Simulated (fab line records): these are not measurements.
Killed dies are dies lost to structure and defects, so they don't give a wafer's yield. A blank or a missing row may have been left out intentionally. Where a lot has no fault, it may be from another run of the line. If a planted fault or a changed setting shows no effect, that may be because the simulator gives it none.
Comparing a struck lot with a sound one | flow sky130 | 15 out of 708 route steps
Sound: wafers L835.1, L835.3, L835.4. Wafers L842.2, L842.3, L842.4 were the ones struck. The cause is given at the end.
Each step with rows lists, per side, the tool, then ch with its chambers, then its first start. Under that, the readings that differ: sound wafers | struck wafers | difference of the means | sigmas: that difference in standard deviations of wafers without a fault.
alike: readings whose means differ by less than 2 such deviations, and words and numbers that are the same on both sides. not compared: withheld readings, readings that some wafer has no value for, bounds like >300 that may hide the same value, and numbers for which the record gives no deviation and whose values overlap.
Wherever a step has rows on one side only, a row that says differs or no value, or a row with sigmas, the two part there. Numbers that don't overlap but have no deviation are shown without sigmas and don't part them. Lack of a reading on every wafer of one side parts them only where that side has two or more wafers.

SKY_VIA1_CMP_02: polishes SiO2.
  sound on cmp-01 ch 0,1,3, day 36 03:38; struck on cmp-02 ch 0,1,2, day 38 12:56
  alike: motor current A
SKY_VIA1_BOW_MEAS_03:
  struck on film metro-03, day 38 13:15; sound on film metro-02, day 36 03:56
  alike: VIA1_BOW
then, 8 steps without rows for these wafers: SKY_VIA1_DEHYDRATE_04 (time 60 s); SKY_VIA1_HMDS_05 (prime time 60 s); SKY_VIA1_COAT_06 (resist thk 60 nm); SKY_VIA1_COAT_07 (resist thk 450 nm); SKY_VIA1_SOFTBAKE_08 (time 90 s); SKY_VIA1_EXPOSE_09 (exposes mask VIM, target cd 150 nm); SKY_VIA1_PEB_10; SKY_VIA1_DEVELOP_11 (develop time 60 s).
SKY_VIA1_CD_MEAS_12: the cd target is 150 nm.
  struck on cd sem-01, day 39 14:22; sound on cd sem-01, day 37 06:59
  alike: cd nm
SKY_VIA1_OVL_MEAS_13:
  struck on overlay-01, day 39 14:28; sound on overlay-01, day 37 07:07
  alike: VIA1_OVL
SKY_VIA1_ETCH_14: etches BARC in N2/H2, stops on SiO2, time 45.9 s, target depth 60 nm.
  sound on rie diel-01 ch 1,2,3, day 37 07:09; struck on rie diel-01 ch 0,1,2, day 39 14:30
  reading    | sound              | struck            | difference | sigmas
  bias w (W) | 99.67 100.15 99.65 | 94.58 94.33 94.44 | -5.37      | -18
  alike: drypump motor current A, n2 flow sccm, oes product au, throttle valve pct
  not compared: rf hours counter h
SKY_VIA1_ETCH_15: etches SiO2 in C4F8/O2/Ar, stops on TiN, target depth 351 nm, time 54 s.
  sound on rie diel-01 ch 1,2,3, day 37 07:11; struck on rie diel-01 ch 0,1,2, day 39 14:32
  alike: bias w, oes product au
  not compared: rf hours counter h
-- the record jumps here: 10 days lie between the struck wafers' starts before and after (it left off in module VIA1 and takes up again in module PAD_OPEN, whose first step shown is number 708 of the route) --
SKY_PAD_OPEN_PROBE_99:
  struck on prober-02, day 50 01:20; sound on prober-02, day 48 08:58
  alike: defect limited yield, killed_at_M0_to_M3, killed_at_M4_up, killed at contacts, killed at front end, killed at other, killed dies, killed open, killed short, sort_bin_3_pad_short, sort_bin_5_function, sort_bin_6_memory, sort n pass, sort yield pct

== WHERE THEY PART ==
Only at SKY_VIA1_ETCH_14, within this record. Later steps at which nothing parts them and some readings are alike: SKY_VIA1_ETCH_15, SKY_PAD_OPEN_PROBE_99.

WHY: what had been put in by the simulator
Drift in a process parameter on rie diel-01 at SKY_VIA1_ETCH_14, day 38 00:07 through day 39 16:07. Setting bias w, moved by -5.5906, from 100. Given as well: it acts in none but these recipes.
